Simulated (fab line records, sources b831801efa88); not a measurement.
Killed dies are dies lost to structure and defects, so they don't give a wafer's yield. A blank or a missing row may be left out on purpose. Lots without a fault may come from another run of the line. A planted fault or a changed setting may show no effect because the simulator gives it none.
Which tool did it? | flow gf180mcu | 14 lots, 42 wafers sampled, at 5 steps of a route of 602

WHAT THE GAUGES READ, wafer by wafer
GF_POLY_GATE_CD_MEAS_10: target cd 280 nm. Usual: cd_nm 280.0 nm, standard deviation 1.2.
lot  | measured     | on        | cd_nm (nm)        | flag
L909 | day 9 04:19  | cd_sem-01 | 281.8 281.5 280.9 |
L910 | day 9 13:25  | cd_sem-01 | 279.0 278.5 279.4 |
L911 | day 9 18:13  | cd_sem-02 | 280.4 279.5 280.7 |
L913 | day 10 13:32 | cd_sem-02 | 280.5 279.9 279.5 |
L916 | day 11 10:35 | cd_sem-02 | 281.3 280.5 282.7 |
L917 | day 11 15:14 | cd_sem-01 | 280.2 281.4 281.8 |
L918 | day 11 21:26 | cd_sem-02 | 278.3 279.4 279.9 |
L919 | day 12 04:49 | cd_sem-01 | 279.6 279.5 280.6 |
L920 | day 12 10:04 | cd_sem-02 | 278.7 280.0 280.4 |
L921 | day 12 20:29 | cd_sem-02 | 279.1 277.9 277.5 |
L922 | day 13 00:32 | cd_sem-01 | 278.2 277.9 278.4 |
L924 | day 13 15:44 | cd_sem-01 | 280.5 279.4 280.8 |
L925 | day 13 22:30 | cd_sem-01 | 281.6 281.1 281.1 |
L929 | day 15 02:28 | cd_sem-02 | 280.0 279.5 280.0 |

GF_HV_LDD_CD_MEAS_07: target cd 400 nm. Usual: cd_nm 399.8 nm, standard deviation 2.1.
lot  | measured     | on        | cd_nm (nm)        | flag
L909 | day 9 22:48  | cd_sem-01 | 399.2 400.0 397.6 |
L910 | day 10 10:03 | cd_sem-01 | 398.5 399.0 400.5 |
L911 | day 10 14:10 | cd_sem-01 | 397.5 398.3 401.5 |
L913 | day 11 09:20 | cd_sem-01 | 404.1 403.1 401.8 |
L916 | day 12 08:08 | cd_sem-02 | 397.6 395.8 398.4 |
L917 | day 12 12:58 | cd_sem-02 | 402.5 400.9 401.3 |
L918 | day 12 18:47 | cd_sem-01 | 401.2 400.3 399.6 |
L919 | day 13 02:34 | cd_sem-02 | 401.7 401.0 398.9 |
L920 | day 13 08:13 | cd_sem-01 | 398.9 399.4 398.3 |
L921 | day 13 17:59 | cd_sem-01 | 397.0 397.9 397.5 |
L922 | day 13 21:41 | cd_sem-02 | 399.8 398.4 399.0 |
L924 | day 14 14:53 | cd_sem-02 | 400.7 398.1 398.9 |
L925 | day 14 20:40 | cd_sem-02 | 400.5 399.2 397.8 |
L929 | day 16 02:11 | cd_sem-02 | 402.8 404.6 403.1 |

GF_HV_LDD_TW_MEAS_23. Usual: HV_LDD_2_TW 1066, standard deviation 5.9.
lot  | measured     | on            | HV_LDD_2_TW    | flag
L909 | day 10 17:44 | film_metro-01 | 1062 1063 1068 |
L910 | day 11 04:21 | film_metro-03 | 1069 1067 1062 |
L911 | day 11 09:23 | film_metro-01 | 1058 1052 1059 |
L913 | day 12 04:20 | film_metro-03 | 1063 1070 1066 |
L916 | day 13 04:35 | film_metro-03 | 1063 1066 1063 |
L917 | day 13 09:33 | film_metro-03 | 1066 1071 1071 |
L918 | day 13 15:05 | film_metro-03 | 1072 1068 1069 |
L919 | day 13 23:05 | film_metro-02 | 1062 1064 1063 |
L920 | day 14 04:50 | film_metro-03 | 1068 1071 1064 |
L921 | day 14 14:34 | film_metro-02 | 1064 1070 1071 |
L922 | day 14 18:58 | film_metro-01 | 1058 1054 1062 |
L924 | day 15 12:28 | film_metro-03 | 958 954 952    | OFF
L925 | day 15 19:37 | film_metro-01 | 957 957 955    | OFF
L929 | day 17 01:07 | film_metro-02 | 1082 1075 1074 |

GF_HV_LDD_CD_MEAS_31: target cd 400 nm. Usual: cd_nm 400.0 nm, standard deviation 1.9.
lot  | measured     | on        | cd_nm (nm)        | flag
L909 | day 11 12:34 | cd_sem-01 | 399.6 399.1 399.7 |
L910 | day 11 23:14 | cd_sem-02 | 395.8 395.6 397.0 |
L911 | day 12 03:37 | cd_sem-01 | 400.1 401.7 398.5 |
L913 | day 12 23:31 | cd_sem-01 | 402.1 404.0 401.8 |
L916 | day 14 00:26 | cd_sem-02 | 397.6 397.9 399.1 |
L917 | day 14 05:08 | cd_sem-02 | 402.6 404.4 404.1 |
L918 | day 14 11:52 | cd_sem-02 | 398.2 397.1 398.9 |
L919 | day 14 19:52 | cd_sem-01 | 398.2 398.0 400.1 |
L920 | day 15 01:19 | cd_sem-02 | 401.4 401.1 400.3 |
L921 | day 15 11:02 | cd_sem-02 | 399.6 399.8 402.0 |
L922 | day 15 16:17 | cd_sem-01 | 399.9 397.6 399.5 |
L924 | day 16 09:23 | cd_sem-01 | 396.6 397.9 397.0 |
L925 | day 16 17:07 | cd_sem-01 | 398.1 399.3 397.8 |
L929 | day 18 00:41 | cd_sem-01 | 399.0 399.0 401.8 |

WHICH TOOL RAN EACH LOT (tool, then ch and the chambers of the sampled wafers, then the start)
lot  | GF_HV_LDD_IMPLANT_21
L909 | implanter-02 ch 0, day 10 17:29
L910 | implanter-02 ch 0, day 11 03:57
L911 | implanter-03 ch 0, day 11 09:08
L913 | implanter-04 ch 0, day 12 04:06
L916 | implanter-04 ch 0, day 13 04:21
L917 | implanter-03 ch 0, day 13 09:20
L918 | implanter-02 ch 0, day 13 14:50
L919 | implanter-04 ch 0, day 13 22:50
L920 | implanter-03 ch 0, day 14 04:35
L921 | implanter-03 ch 0, day 14 14:21
L922 | implanter-02 ch 0, day 14 18:45
L924 | implanter-02 ch 0, day 15 12:13
L925 | implanter-02 ch 0, day 15 19:24
L929 | implanter-03 ch 0, day 17 00:52
- GF_HV_LDD_IMPLANT_21

WHAT THE TOOLS THEMSELVES READ (means of the sampled wafers that have a number; where no wafer has one, the mark that the record gives instead)
GF_HV_LDD_IMPLANT_21. Usual: beam_energy_keV 24.999, standard deviation 0.0076; beam_on_s 10.00 s, standard deviation 0.2; dose_ions_cm2 5e+13, standard deviation 6.5e+10; faraday_current_uA 282, standard deviation 5.5.
lot  | tool         | beam_energy_keV | beam_on_s (s) | dose_ions_cm2 | faraday_current_uA | flag
L909 | implanter-02 | 24.999          | 9.86          | 5e+13         | 285                |
L910 | implanter-02 | 24.987          | 10.11         | 5e+13         | 278                |
L911 | implanter-03 | 24.994          | 9.97          | 5e+13         | 283                |
L913 | implanter-04 | 25.000          | 9.82          | 5e+13         | 286                |
L916 | implanter-04 | 25.003          | 9.96          | 5e+13         | 282                |
L917 | implanter-03 | 24.995          | 10.03         | 5e+13         | 281                |
L918 | implanter-02 | 24.995          | 10.05         | 5e+13         | 279                |
L919 | implanter-04 | 24.991          | 9.98          | 5e+13         | 282                |
L920 | implanter-03 | 24.998          | 9.89          | 5e+13         | 285                |
L921 | implanter-03 | 24.992          | 9.81          | 5e+13         | 287                |
L922 | implanter-02 | 25.002          | 9.98          | 5e+13         | 281                |
L924 | implanter-02 | 17.045          | 10.15         | 5e+13         | 278                | OFF
L925 | implanter-02 | 17.036          | 9.99          | 5e+13         | 282                | OFF
L929 | implanter-03 | 25.006          | 9.90          | 5e+13         | 284                |

THE ANSWER, worked out from the rows above alone
Rule: a lot is off if the mean of its wafers that have a number lies more than 3 standard deviations from the usual mean. A lot without any number at a reading at which 4 lots or more have one is off too. The other lots that the step has rows for count as sound. The gauges are gone through in route order, then the tools' own readings, and for those a lot's mean is taken as printed above. The first step at which some lot is off is used, and at that step the reading that is off furthest; a lot without a number counts as furthest.
Off: L924, L925, at GF_HV_LDD_TW_MEAS_23 (HV_LDD_2_TW).
A tool fits if, at a process step before that reading, it ran every lot that is off, and no sound lot after the first of them. The gauges at GF_HV_LDD_TW_MEAS_23 aren't tried: what is off there is off at GF_HV_LDD_IMPLANT_21 too, on other tools, and a gauge's error can't cause that. One fits: implanter-02 at GF_HV_LDD_IMPLANT_21. Its last sound lot is L922 (day 14 18:45), its first lot that is off L924 (day 15 12:13): a fault that began between those two fits.
The tool's own readings at GF_HV_LDD_IMPLANT_21 bear it out: on the lots that are off they differ by more than 5 times the standard deviation of the sound lots' means. beam_energy_keV reads 17.041 there against 24.997 on the sound lots.

WHAT THE SIMULATOR HAD PUT IN
Process parameter drift: implanter-02, from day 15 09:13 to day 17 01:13, at GF_HV_LDD_IMPLANT_21. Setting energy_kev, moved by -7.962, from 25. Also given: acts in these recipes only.
Lots struck among those shown: L924, L925. The rule above found the same.
